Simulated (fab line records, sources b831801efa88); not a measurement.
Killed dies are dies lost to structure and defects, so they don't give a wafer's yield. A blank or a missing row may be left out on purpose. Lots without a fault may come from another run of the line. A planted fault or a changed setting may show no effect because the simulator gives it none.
Chamber matching | flow gf180mcu | GF_PASSIVATION_ETCH_11 on rie_diel-03: 4 sister chambers
The step etches the open film in CF4/O2, stops on TiN, target depth 2040 nm, time 453.3 s. 18 wafers are shown with their chamber, then 9 later ones without.

WAFERS WITH THEIR CHAMBER
wafer  | chamber | drypump_motor_current_A (A) | oes_product_au (a.u.) | throttle_valve_pct (%)
L074.2 | 3       | 5.5                         | 0.998                 | 5.945
L074.4 | 0       | 6.5                         | 0.991                 | 5.958
L074.6 | 3       | 5.6                         | 0.996                 | 5.977
L076.1 | 2       | 4.8                         | 0.977                 | 5.949
L076.3 | 3       | 5.5                         | 0.993                 | 5.960
L076.5 | 2       | 4.8                         | 0.978                 | 5.968
L078.2 | 0       | 6.5                         | 0.981                 | 5.969
L078.3 | 3       | 5.5                         | 0.995                 | 5.973
L078.5 | 3       | 5.5                         | 0.996                 | 5.958
L080.1 | 3       | 5.5                         | 0.996                 | 5.963
L080.2 | 0       | 6.4                         | 1.004                 | 5.976
L080.4 | 3       | 5.5                         | 0.993                 | 5.965
L086.2 | 3       | 5.5                         | 0.994                 | 5.966
L086.4 | 1       | 5.8                         | 0.977                 | 5.963
L086.5 | 3       | 5.5                         | 0.996                 | 5.971
L090.3 | 3       | 5.5                         | 0.991                 | 5.977
L090.4 | 2       | 4.8                         | 0.995                 | 5.961
L090.5 | 3       | 5.5                         | 0.993                 | 5.967

SIGNATURES (means of the wafers above)
reading                 | chamber 0 | chamber 1 | chamber 2 | chamber 3 | scatter within a chamber
drypump_motor_current_A | 6.467     | 5.800     | 4.800     | 5.509     | 0.0335
oes_product_au          | 0.99200   | 0.97700   | 0.98333   | 0.99464   | 0.00604
throttle_valve_pct      | 5.96767   | 5.96300   | 5.95933   | 5.96564   | 0.00932
Rule: a wafer's distance from a chamber is the root of the sum, over the readings, of the square of ((its reading less the chamber's mean) divided by the reading's scatter). The wafer belongs to the nearest chamber; if the next one is less than 2 further off, it can't be placed. The scatter: the root of (the sum of the squares of (reading less its chamber's mean) over the shown wafers, divided by (wafers less chambers)).

WAFERS WITHOUT THEIR CHAMBER
wafer  | drypump_motor_current_A (A) | oes_product_au (a.u.) | throttle_valve_pct (%)
L093.1 | 6.4                         | 0.995                 | 5.966
L093.2 | 4.8                         | 0.980                 | 5.955
L093.6 | 5.5                         | 1.001                 | 5.966
L095.3 | 4.7                         | 0.988                 | 5.965
L095.5 | 5.8                         | 0.988                 | 5.976
L095.6 | 6.5                         | 0.994                 | 5.982
L096.3 | 6.5                         | 0.989                 | 5.963
L096.4 | 5.5                         | 0.995                 | 5.975
L096.5 | 5.8                         | 0.990                 | 5.974

WHICH CHAMBER EACH WENT THROUGH
wafer  | from the rows above | in truth
L093.1 | 0                   | 0
L093.2 | 2                   | 2
L093.6 | 3                   | 3
L095.3 | 2                   | 2
L095.5 | 1                   | 1
L095.6 | 0                   | 0
L096.3 | 0                   | 0
L096.4 | 3                   | 3
L096.5 | 1                   | 1
Placed correctly: 9 of 9. Can't be placed from these rows: 0. Placed wrongly: 0.
